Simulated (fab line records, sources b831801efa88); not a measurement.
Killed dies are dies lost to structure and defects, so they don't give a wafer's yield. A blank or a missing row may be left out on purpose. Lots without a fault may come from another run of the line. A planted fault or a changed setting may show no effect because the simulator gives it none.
Chamber matching | flow sky130 | SKY_VIA1_HDPCVD_00 on hdpcvd-01: 3 sister chambers
The step deposits SiO2, target thk 1030 nm, time 171.7 s. 3 wafers are shown with their chamber, then 7 later ones without.

WAFERS WITH THEIR CHAMBER
wafer  | chamber | sih4_flow_sccm (sccm)
L332.4 | 0       | 60.08
L332.5 | 1       | 60.36
L333.5 | 2       | 60.03

WAFERS WITHOUT THEIR CHAMBER
wafer  | sih4_flow_sccm (sccm)
L333.6 | 60.11
L335.2 | 59.96
L335.5 | 60.09
L335.6 | 60.36
L346.1 | 59.73
L346.3 | 59.94
L346.5 | 59.86

WHICH CHAMBER EACH WENT THROUGH
wafer  | from the rows above          | in truth
L333.6 | can't be placed: 0 or 2 or 1 | 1
L335.2 | can't be placed: 2 or 0      | 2
L335.5 | can't be placed: 0 or 2 or 1 | 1
L335.6 | 1                            | 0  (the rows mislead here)
L346.1 | can't be placed: 2 or 0      | 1
L346.3 | can't be placed: 2 or 0      | 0
L346.5 | can't be placed: 2 or 0      | 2
Placed correctly: 0 of 7. Can't be placed from these rows: 6 (the true chamber is among the candidates in 5). Placed wrongly: 1.
How it was worked out, from the rows above alone: a wafer's distance from a chamber is the root of the sum, over the readings, of the square of ((its reading less the chamber's mean) divided by the reading's scatter). The wafer belongs to the nearest chamber; if the next one is less than 2 further off, it can't be placed. A chamber's mean is the mean of its shown wafers. The scatter: with one shown wafer a chamber, the root of the mean of the squares of how far each hidden wafer lies from its nearest shown one.
